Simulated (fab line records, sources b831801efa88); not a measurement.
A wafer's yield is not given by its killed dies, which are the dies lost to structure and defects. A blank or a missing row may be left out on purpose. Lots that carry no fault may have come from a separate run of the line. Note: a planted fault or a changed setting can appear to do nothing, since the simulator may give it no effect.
fab line records    flow sfq-line    part 1 of 2: steps 1 to 32 of 43
record lots=5  wafers=15  last-day=96
route steps=325 shown L0@7 L0V@16 M0@28 I0@43
lots with no fault: from the same line, run without faults
start-h: hours from the record's first day to the start of the lot's first wafer shown    wait-h: hours since the lot's step before    " as in the row above    L1.1+2: a single row standing in for several wafers    - no value, or no start was given    * or withheld: withheld    < > ~ a bound
route shown NAME@n: a module of which the file shows steps, and the number in the route of the first    usual: mean and standard deviation over wafers with no fault    same: alike in all rows    chamber/n: place in a boat    sites: each site's reading    _std_site: their standard deviation    _edge_site: mean of outer sites minus mean of inner sites    radius-mm: for every site, how far away it sits from the centre of the wafer    mask NAME#n: copy n    behind: the tool/chamber that last shaped the wafer    hold: reason for holding the lot/hours on hold/outcome of the hold    device: which transistor (n, p or np) failed to switch    end of line: the same wafers' tests at the end of the route    step lacking rows: just its recipe    killed: dies that structure and defects cost at the first sort, which is not the same as the wafer's yield    map: shows each die of a wafer: x if killed, . if not, _ if none is there
set.NAME: the setting the step ran with; set.NAME@STEP: the setting that earlier step ran with    model.NAME: the simulator's own value behind a step, which no gauge read
a table for each step, a row for each wafer; lots at some steps of the route
services: the hour from which a tool's chamber was out of use, counted from the record's first day as start-h (under 0 if before that day), plus the number of hours and why
## steps
# step SFQ_TRILAYER_L0_LITHO_COAT_005
# recipe resist=KrF  spin-rpm=3000  resist-thk-nm=600
lot.wafer   tool            chamber  start-h  wait-h
L079.2+3+5  litho-track-03  0        38.09    0.2
L084.1+3+4  litho-track-04  0        63.04    0.2
L089.2+3+6  litho-track-03  0        88.09    0.2
L090.3+5+6  litho-track-03  0        93.14    0.2
L097.1+3+4  litho-track-04  0        128.04   0.2
# step SFQ_TRILAYER_L0_LITHO_SOFTBAKE_009
# recipe temp-c=withheld  time-s=withheld  resist=KrF
lot.wafer   tool            chamber  start-h  wait-h
L079.2+3+5  litho-track-03  0        38.37    0.2
L084.1+3+4  litho-track-04  0        63.34    0.2
L089.2+3+6  litho-track-03  0        88.37    0.2
L090.3+5+6  litho-track-03  0        93.39    0.2
L097.1+3+4  litho-track-04  0        128.34   0.2
# step SFQ_TRILAYER_L0_LITHO_EXPOSE_006
# recipe mask-id=L0  na=0.6  source-shape=conventional  sigma-outer=0.65  target-cd-nm=2000  dose-mj=14.4
# same na=0.6
lot.wafer   tool            chamber  start-h  wait-h  mask
L079.2+3+5  krf-scanner-01  0        107.53   -       L0#0
L084.1+3+4  krf-scanner-02  0        141.28   -       L0#0
L089.2+3+6  krf-scanner-01  0        172.83   -       L0#0
L090.3+5+6  krf-scanner-01  0        182.63   -       L0#0
L097.1+3+4  krf-scanner-02  0        218.76   -       L0#0
# step SFQ_TRILAYER_L0_LITHO_PEB_008
# recipe peb-temp-c=115  peb-time-s=60  resist=KrF
lot.wafer   tool            chamber  start-h  wait-h
L079.2+3+5  litho-track-02  0        108.55   0.8
L084.1+3+4  litho-track-03  0        142.48   1.0
L089.2+3+6  litho-track-03  0        173.85   0.8
L090.3+5+6  litho-track-03  0        183.48   0.7
L097.1+3+4  litho-track-02  0        219.96   1.0
# step SFQ_TRILAYER_L0_LITHO_DEVELOP_007
# recipe time-s=60  resist=KrF
lot.wafer   tool            chamber  start-h  wait-h
L079.2+3+5  litho-track-02  0        108.70   0.1
L084.1+3+4  litho-track-03  0        142.63   0.1
L089.2+3+6  litho-track-03  0        174.00   0.1
L090.3+5+6  litho-track-03  0        183.63   0.1
L097.1+3+4  litho-track-02  0        220.11   0.1
# step SFQ_TRILAYER_L0_BARC_OPEN_METAL_ETCH_010
# recipe mask-material=PR  chemistry=O2  target-depth-nm=125  target=BARC  icp-w=600  bias-w=80  pressure-mtorr=10  time-s=41.7
# usual drypump-motor-current-A=5.8/0.3  oes-product-au=0.684/0.0043
lot.wafer  tool          chamber  start-h  wait-h  drypump-motor-current-A  oes-product-au  rf-hours-counter-h
L079.2     rie-metal-04  0        108.83   0.1     5.7                      0.682           206
L079.3     "             0        "        "       5.7                      0.689           -
L079.5     "             1        "        "       6.4                      0.683           -
L084.1     rie-metal-02  1        142.78   0.1     6.0                      0.678           70
L084.3     "             0        "        "       5.5                      0.690           -
L084.4     "             1        "        "       6.0                      0.681           -
L089.2     rie-metal-01  1        174.13   0.1     5.9                      0.691           173
L089.3     "             1        "        "       5.9                      0.688           -
L089.6     "             1        "        "       5.9                      0.682           -
L090.3     rie-metal-01  0        183.75   0.1     5.6                      0.678           -
L090.5     "             1        "        "       5.9                      0.688           -
L090.6     "             0        "        "       5.6                      0.685           -
L097.1     rie-metal-02  1        220.26   0.1     6.0                      0.678           86
L097.3     "             1        "        "       6.0                      0.688           -
L097.4     "             0        "        "       5.5                      0.680           -
# step SFQ_TRILAYER_L0_ETCH_METAL_ETCH_008
# recipe target=MoNx_KI  stop-on=SiO2  mask-material=PR  chemistry=SF6/O2  target-depth-nm=50  icp-w=600  bias-w=80  pressure-mtorr=10  time-s=25
# usual drypump-motor-current-A=5.83/0.3  oes-product-au=0.874/0.0062
lot.wafer  tool          chamber  start-h  wait-h  drypump-motor-current-A  oes-product-au  rf-hours-counter-h
L079.2     rie-metal-04  0        108.89   0.0     5.68                     0.882           206
L079.3     "             0        "        "       5.68                     0.884           -
L079.5     "             1        "        "       6.36                     0.888           -
L084.1     rie-metal-02  1        142.84   0.0     6.02                     0.871           70
L084.3     "             0        "        "       5.47                     0.864           -
L084.4     "             1        "        "       6.01                     0.879           -
L089.2     rie-metal-01  1        174.19   0.0     5.87                     0.875           173
L089.3     "             1        "        "       5.87                     0.872           -
L089.6     "             1        "        "       5.88                     0.868           -
L090.3     rie-metal-01  0        183.80   0.0     5.65                     0.866           -
L090.5     "             1        "        "       5.87                     0.877           -
L090.6     "             0        "        "       5.65                     0.882           -
L097.1     rie-metal-02  1        220.32   0.0     6.01                     0.875           86
L097.3     "             1        "        "       6.00                     0.870           -
L097.4     "             0        "        "       5.48                     0.875           -
# step SFQ_TRILAYER_L0_STRIP_STRIP_009
# recipe gas=O2  power-w=200  platen-temp-c=40  overash-fraction=0.65  chemistry=O2  pressure-mtorr=50
# usual drypump-motor-current-A=5.8/0.3  oes-product-au=0.997/0.007
lot.wafer  tool          chamber  start-h  wait-h  drypump-motor-current-A  oes-product-au  rf-hours-counter-h
L079.2     rie-metal-04  0        108.93   0.0     5.7                      0.997           206
L079.3     "             0        "        "       5.7                      0.994           -
L079.5     "             1        "        "       6.4                      0.998           -
L084.1     rie-metal-02  1        142.89   0.0     6.0                      0.995           71
L084.3     "             0        "        "       5.5                      0.984           -
L084.4     "             1        "        "       6.0                      1.001           -
L089.2     rie-metal-01  1        174.23   0.0     5.9                      1.011           173
L089.3     "             1        "        "       5.9                      1.003           -
L089.6     "             1        "        "       5.9                      1.003           -
L090.3     rie-metal-01  0        184.03   0.2     5.6                      0.998           -
L090.5     "             1        "        "       5.9                      1.001           -
L090.6     "             0        "        "       5.6                      1.003           -
L097.1     rie-metal-02  1        220.37   0.0     6.0                      1.001           86
L097.3     "             1        "        "       6.0                      0.996           -
L097.4     "             0        "        "       5.4                      0.987           -
# step SFQ_TRILAYER_L0_STRIP_SOLV_CLEAN_010
# recipe chemistry=NMP  temp-c=70  time-s=600
lot.wafer   tool          chamber  start-h  wait-h
L079.2+3+5  wet-bench-03  0,3,6    109.53   0.4
L084.1+3+4  wet-bench-01  6,5,3    143.49   0.4
L089.2+3+6  wet-bench-01  5,1,6    174.83   0.4
L090.3+5+6  wet-bench-02  3,0,2    184.43   0.2
L097.1+3+4  wet-bench-02  1,0,2    220.97   0.4
# step SFQ_TRILAYER_L0_CAP_PECVD_011
# recipe material=SiO2  temp-c=150  time-s=13.333  pressure-torr=2.4  rf-w=177.9  precursor=SiH4/N2O  target-thk-nm=60
# usual heater-power-w=87/17  throttle-valve-pct=24.4/1.3
lot.wafer  tool      chamber  start-h  wait-h  heater-power-w  throttle-valve-pct
L079.2     pecvd-01  2        109.71   0.0     73              23.3
L079.3     "         1        "        "       92              24.1
L079.5     "         0        "        "       90              24.0
L084.1     pecvd-03  0        143.66   0.0     71              22.8
L084.3     "         1        "        "       87              26.4
L084.4     "         2        "        "       87              23.8
L089.2     pecvd-04  1        175.01   0.0     131             25.6
L089.3     "         1        "        "       133             25.3
L089.6     "         1        "        "       135             25.5
L090.3     pecvd-04  1        184.85   0.0     124             25.7
L090.5     "         2        "        "       87              26.2
L090.6     "         1        "        "       128             25.4
L097.1     pecvd-03  1        221.14   0.0     94              22.7
L097.3     "         2        "        "       94              21.1
L097.4     "         2        "        "       94              21.3
# step SFQ_TRILAYER_L0_VIA_LITHO_COAT_018
# recipe resist=BARC  spin-rpm=3000  resist-thk-nm=62
lot.wafer   tool            chamber  start-h  wait-h
L079.2+3+5  litho-track-04  0        110.20   0.5
L084.1+3+4  litho-track-02  0        143.69   0.0
L089.2+3+6  litho-track-01  0        175.09   0.1
L090.3+5+6  litho-track-01  0        184.97   0.1
L097.1+3+4  litho-track-04  0        221.16   0.0
# step SFQ_TRILAYER_L0_VIA_LITHO_COAT_013
# recipe resist=KrF  spin-rpm=3000  resist-thk-nm=650
lot.wafer   tool            chamber  start-h  wait-h
L079.2+3+5  litho-track-04  0        110.50   0.2
L084.1+3+4  litho-track-02  0        143.99   0.2
L089.2+3+6  litho-track-01  0        175.39   0.2
L090.3+5+6  litho-track-01  0        185.27   0.2
L097.1+3+4  litho-track-04  0        221.46   0.2
# step SFQ_TRILAYER_L0_VIA_LITHO_SOFTBAKE_017
# recipe temp-c=withheld  time-s=withheld  resist=KrF
lot.wafer   tool            chamber  start-h  wait-h
L079.2+3+5  litho-track-04  0        110.77   0.2
L084.1+3+4  litho-track-02  0        144.29   0.2
L089.2+3+6  litho-track-01  0        175.67   0.2
L090.3+5+6  litho-track-01  0        185.52   0.2
L097.1+3+4  litho-track-04  0        221.76   0.2
# step SFQ_TRILAYER_L0_VIA_LITHO_EXPOSE_014
# recipe mask-id=L0V  na=0.6  source-shape=conventional  sigma-outer=0.65  target-cd-nm=700  dose-mj=21.3
# same na=0.6
lot.wafer   tool            chamber  start-h  wait-h  mask
L079.2+3+5  krf-scanner-01  0        205.23   -       L0V#0
L084.1+3+4  krf-scanner-02  0        236.76   -       L0V#0
L089.2+3+6  krf-scanner-01  0        267.52   -       L0V#0
L090.3+5+6  krf-scanner-01  0        277.32   -       L0V#0
L097.1+3+4  krf-scanner-01  0        333.67   -       L0V#0
# step SFQ_TRILAYER_L0_VIA_LITHO_PEB_016
# recipe peb-temp-c=115  peb-time-s=60  resist=KrF
lot.wafer   tool            chamber  start-h  wait-h
L079.2+3+5  litho-track-02  0        206.25   0.8
L084.1+3+4  litho-track-04  0        237.96   1.0
L089.2+3+6  litho-track-02  0        268.54   0.8
L090.3+5+6  litho-track-01  0        278.33   0.8
L097.1+3+4  litho-track-04  0        334.87   1.0
# step SFQ_TRILAYER_L0_VIA_LITHO_DEVELOP_015
# recipe time-s=60  resist=KrF
lot.wafer   tool            chamber  start-h  wait-h
L079.2+3+5  litho-track-02  0        206.40   0.1
L084.1+3+4  litho-track-04  0        238.11   0.1
L089.2+3+6  litho-track-02  0        268.69   0.1
L090.3+5+6  litho-track-01  0        278.48   0.1
L097.1+3+4  litho-track-04  0        335.02   0.1
# step SFQ_L0V_OVL_MEAS_903
# usual L0V_OVL=2/5.8
lot.wafer  tool        chamber  start-h  wait-h  L0V_OVL[nm]
L079.2     overlay-02  -        206.53   0.1     6
L079.3     "           -        "        "       9
L079.5     "           -        "        "       3
L084.1     overlay-01  -        238.26   0.1     -4
L084.3     "           -        "        "       -1
L084.4     "           -        "        "       0
L089.2     overlay-02  -        268.82   0.1     5
L089.3     "           -        "        "       12
L089.6     "           -        "        "       2
L090.3     overlay-01  -        278.59   0.1     -7
L090.5     "           -        "        "       -2
L090.6     "           -        "        "       -8
L097.1     overlay-01  -        335.17   0.1     7
L097.3     "           -        "        "       0
L097.4     "           -        "        "       6
# step SFQ_TRILAYER_L0_VIA_BARC_OPEN_VIA_ETCH_021
# recipe mask-material=PR  chemistry=O2  target-depth-nm=125  target=BARC  source-w=500  bias-w=80  pressure-mtorr=30  time-s=41.7
# usual drypump-motor-current-A=6.0/0.38  oes-product-au=0.685/0.0045
lot.wafer  tool         chamber  start-h  wait-h  drypump-motor-current-A  oes-product-au  rf-hours-counter-h
L079.2     rie-diel-03  2        206.56   0.0     6.5                      0.684           29
L079.3     "            3        "        "       6.2                      0.680           108
L079.5     "            2        "        "       6.5                      0.680           -
L084.1     rie-diel-03  3        238.30   0.0     6.2                      0.689           109
L084.3     "            1        "        "       5.4                      0.677           81
L084.4     "            2        "        "       6.5                      0.673           30
L089.2     rie-diel-04  2        268.85   0.0     6.2                      0.682           88
L089.3     "            0        "        "       6.0                      0.679           84
L089.6     "            2        "        "       6.2                      0.682           -
L090.3     rie-diel-03  0        278.61   0.0     6.4                      0.684           10
L090.5     "            2        "        "       6.5                      0.691           -
L090.6     "            1        "        "       5.5                      0.688           -
L097.1     rie-diel-02  1        335.21   0.0     5.7                      0.681           2
L097.3     "            3        "        "       6.4                      0.687           72
L097.4     "            0        "        "       6.1                      0.687           111
# step SFQ_TRILAYER_L0_VIA_ETCH_VIA_ETCH_016
# recipe target=SiO2  stop-on=MoNx_KI  mask-material=PR  chemistry=CHF3  target-depth-nm=80  source-w=500  bias-w=77.99  pressure-mtorr=30  time-s=withheld
# usual drypump-motor-current-A=6.0/0.38  oes-product-au=0.837/0.0073
lot.wafer  tool         chamber  start-h  wait-h  drypump-motor-current-A  oes-product-au
L079.2     rie-diel-03  2        206.60   0.0     6.5                      0.848
L079.3     "            3        "        "       6.3                      0.840
L079.5     "            2        "        "       6.5                      0.842
L084.1     rie-diel-03  3        238.34   0.0     6.3                      0.834
L084.3     "            1        "        "       5.5                      0.839
L084.4     "            2        "        "       6.5                      0.845
L089.2     rie-diel-04  2        268.89   0.0     6.2                      0.827
L089.3     "            0        "        "       6.0                      0.835
L089.6     "            2        "        "       6.2                      0.827
L090.3     rie-diel-03  0        278.65   0.0     6.4                      0.834
L090.5     "            2        "        "       6.5                      0.847
L090.6     "            1        "        "       5.5                      0.853
L097.1     rie-diel-02  1        335.25   0.0     5.7                      0.830
L097.3     "            3        "        "       6.4                      0.837
L097.4     "            0        "        "       6.1                      0.838
# step SFQ_TRILAYER_L0_VIA_STRIP_STRIP_017
# recipe gas=O2  power-w=200  platen-temp-c=40  overash-fraction=0.65  chemistry=O2  pressure-mtorr=50
# usual drypump-motor-current-A=5.94/0.29  oes-product-au=1.000/0.0076
lot.wafer  tool          chamber  start-h  wait-h  drypump-motor-current-A  oes-product-au  rf-hours-counter-h
L079.2     rie-metal-01  1        206.65   -       5.87                     0.996           180
L079.3     "             1        "        "       5.84                     1.010           -
L079.5     "             0        "        "       5.63                     1.009           -
L084.1     rie-metal-03  1        238.38   -       5.83                     1.005           59
L084.3     "             0        "        "       6.34                     1.006           -
L084.4     "             1        "        "       5.82                     1.001           -
L089.2     rie-metal-01  0        269.14   -       5.65                     1.009           -
L089.3     "             0        "        "       5.63                     0.995           -
L089.6     "             0        "        "       5.64                     1.008           -
L090.3     rie-metal-04  1        278.90   -       6.34                     0.998           -
L090.5     "             1        "        "       6.43                     0.995           -
L090.6     "             0        "        "       5.66                     1.002           -
L097.1     rie-metal-03  1        335.30   -       5.82                     0.991           75
L097.3     "             1        "        "       5.81                     0.993           -
L097.4     "             0        "        "       6.34                     0.997           -
# step SFQ_TRILAYER_L0_VIA_STRIP_SOLV_CLEAN_018
# recipe chemistry=NMP  temp-c=70  time-s=600
lot.wafer   tool          chamber  start-h  wait-h
L079.2+3+5  wet-bench-02  4,6,0    207.25   0.4
L084.1+3+4  wet-bench-02  5,6,4    238.98   0.4
L089.2+3+6  wet-bench-04  7,2,4    270.14   0.8
L090.3+5+6  wet-bench-03  6,2,7    279.30   0.2
L097.1+3+4  wet-bench-03  0,1,6    335.90   0.4
# step SFQ_TRILAYER_M0_DEP_PRE_CLEAN_020
# recipe gas=Ar  time-s=15  bias-v=250
lot.wafer   tool            chamber  start-h  wait-h
L079.2+3+5  pvd-sputter-05  -        207.42   0.0
L084.1+3+4  pvd-sputter-06  -        239.16   0.0
L089.2+3+6  pvd-sputter-03  -        270.32   0.0
L090.3+5+6  pvd-sputter-06  -        279.47   0.0
L097.1+3+4  pvd-sputter-06  -        336.07   0.0
# step SFQ_TRILAYER_M0_DEP_SPUTTER_019
# recipe material=Nb  base-pressure-pa=1.33e-06  chamber-pressure-pa=0.1333  substrate-temp-c=20  resputter-cathode-voltage-v=400  target-thk-nm=200  power-w=2000  time-s=133.3
# usual throttle-valve-pct=29.8/1
lot.wafer  tool            chamber  start-h  wait-h  throttle-valve-pct
L079.2     pvd-sputter-05  -        207.45   0.0     28.0
L079.3     "               -        "        "       29.0
L079.5     "               -        "        "       29.0
L084.1     pvd-sputter-06  -        239.18   0.0     29.4
L084.3     "               -        "        "       28.4
L084.4     "               -        "        "       32.0
L089.2     pvd-sputter-03  -        270.34   0.0     30.3
L089.3     "               -        "        "       30.2
L089.6     "               -        "        "       30.3
L090.3     pvd-sputter-06  -        279.50   0.0     29.0
L090.5     "               -        "        "       28.5
L090.6     "               -        "        "       29.0
L097.1     pvd-sputter-06  -        336.10   0.0     28.9
L097.3     "               -        "        "       29.4
L097.4     "               -        "        "       31.7
# step SFQ_M0_RS_MEAS_904
# recipe thk-meas-gauge=four-point-probe  reads=Nb_of_TRILAYER_M0_DEP_SPUTTER_019
# usual M0_NB_RS=0.887/0.0088
lot.wafer  tool           chamber  start-h  wait-h  M0_NB_RS[ohm/sq]
L079.2     film-metro-01  -        207.56   0.1     0.879
L079.3     "              -        "        "       0.877
L079.5     "              -        "        "       0.889
L084.1     film-metro-02  -        239.27   0.0     0.904
L084.3     "              -        "        "       0.893
L084.4     "              -        "        "       0.898
L089.2     film-metro-04  -        270.45   0.1     0.882
L089.3     "              -        "        "       0.870
L089.6     "              -        "        "       0.882
L090.3     film-metro-01  -        279.63   0.1     0.897
L090.5     "              -        "        "       0.897
L090.6     "              -        "        "       0.899
L097.1     film-metro-02  -        336.19   0.0     0.883
L097.3     "              -        "        "       0.889
L097.4     "              -        "        "       0.899
# step SFQ_TRILAYER_M0_LITHO_COAT_026
# recipe resist=BARC  spin-rpm=3000  resist-thk-nm=62
lot.wafer   tool            chamber  start-h  wait-h
L079.2+3+5  litho-track-01  0        207.77   0.1
L084.1+3+4  litho-track-02  0        239.45   0.1
L089.2+3+6  litho-track-01  0        270.66   0.1
L090.3+5+6  litho-track-02  0        279.87   0.1
L097.1+3+4  litho-track-01  0        336.37   0.1
# step SFQ_TRILAYER_M0_LITHO_COAT_021
# recipe resist=KrF  spin-rpm=3000  resist-thk-nm=600
lot.wafer   tool            chamber  start-h  wait-h
L079.2+3+5  litho-track-01  0        208.07   0.2
L084.1+3+4  litho-track-02  0        239.75   0.2
L089.2+3+6  litho-track-01  0        270.96   0.2
L090.3+5+6  litho-track-02  0        280.17   0.2
L097.1+3+4  litho-track-01  0        336.67   0.2
# step SFQ_TRILAYER_M0_LITHO_SOFTBAKE_025
# recipe temp-c=withheld  time-s=withheld  resist=KrF
lot.wafer   tool            chamber  start-h  wait-h
L079.2+3+5  litho-track-01  0        208.34   0.2
L084.1+3+4  litho-track-02  0        240.05   0.2
L089.2+3+6  litho-track-01  0        271.24   0.2
L090.3+5+6  litho-track-02  0        280.42   0.2
L097.1+3+4  litho-track-01  0        336.97   0.2
# step SFQ_TRILAYER_M0_LITHO_EXPOSE_022
# recipe mask-id=M0  na=0.6  source-shape=conventional  sigma-outer=0.65  target-cd-nm=500  dose-mj=14.4
# same na=0.6
lot.wafer   tool            chamber  start-h  wait-h  mask
L079.2+3+5  krf-scanner-02  0        315.75   -       M0#0
L084.1+3+4  krf-scanner-01  0        358.87   -       M0#0
L089.2+3+6  krf-scanner-02  0        395.20   -       M0#0
L090.3+5+6  krf-scanner-02  0        407.40   -       M0#0
L097.1+3+4  krf-scanner-02  0        478.83   -       M0#0
# step SFQ_TRILAYER_M0_LITHO_PEB_024
# recipe peb-temp-c=115  peb-time-s=60  resist=KrF
lot.wafer   tool            chamber  start-h  wait-h
L079.2+3+5  litho-track-01  0        316.77   0.8
L084.1+3+4  litho-track-03  0        360.07   1.0
L089.2+3+6  litho-track-02  0        396.22   0.8
L090.3+5+6  litho-track-02  0        408.25   0.7
L097.1+3+4  litho-track-01  0        480.03   1.0
# step SFQ_TRILAYER_M0_LITHO_DEVELOP_023
# recipe time-s=60  resist=KrF
lot.wafer   tool            chamber  start-h  wait-h
L079.2+3+5  litho-track-01  0        316.92   0.1
L084.1+3+4  litho-track-03  0        360.22   0.1
L089.2+3+6  litho-track-02  0        396.37   0.1
L090.3+5+6  litho-track-02  0        408.40   0.1
L097.1+3+4  litho-track-01  0        480.18   0.1
# step SFQ_M0_OVL_MEAS_906
# usual M0_OVL=3/6.3
lot.wafer  tool        chamber  start-h  wait-h  M0_OVL[nm]
L079.2     overlay-01  -        317.05   0.1     2
L079.3     "           -        "        "       -2
L079.5     "           -        "        "       -3
L084.1     overlay-02  -        360.37   0.1     0
L084.3     "           -        "        "       2
L084.4     "           -        "        "       4
L089.2     overlay-01  -        396.50   0.1     -2
L089.3     "           -        "        "       7
L089.6     "           -        "        "       -2
L090.3     overlay-02  -        408.51   0.1     -3
L090.5     "           -        "        "       -2
L090.6     "           -        "        "       0
L097.1     overlay-01  -        480.33   0.1     3
L097.3     "           -        "        "       5
L097.4     "           -        "        "       3
# step SFQ_TRILAYER_M0_BARC_OPEN_METAL_ETCH_031
# recipe mask-material=PR  chemistry=O2  target-depth-nm=125  target=BARC  icp-w=600  bias-w=80  pressure-mtorr=10  time-s=41.7
# usual drypump-motor-current-A=5.9/0.34  oes-product-au=0.685/0.0048
lot.wafer  tool          chamber  start-h  wait-h  drypump-motor-current-A  oes-product-au  rf-hours-counter-h
L079.2     rie-metal-04  0        317.08   0.0     5.7                      0.686           19
L079.3     "             0        "        "       5.7                      0.691           -
L079.5     "             1        "        "       6.4                      0.681           -
L084.1     rie-metal-04  0        360.41   0.0     5.7                      0.685           23
L084.3     "             0        "        "       5.7                      0.681           -
L084.4     "             1        "        "       6.4                      0.687           -
L089.2     rie-metal-03  1        396.53   0.0     5.8                      0.684           80
L089.3     "             1        "        "       5.8                      0.689           -
L089.6     "             1        "        "       5.8                      0.688           -
L090.3     rie-metal-03  0        408.55   0.0     6.3                      0.681           -
L090.5     "             0        "        "       6.3                      0.682           -
L090.6     "             1        "        "       5.8                      0.682           -
L097.1     rie-metal-04  0        480.37   0.0     5.7                      0.678           40
L097.3     "             0        "        "       5.7                      0.690           -
L097.4     "             1        "        "       6.4                      0.686           -
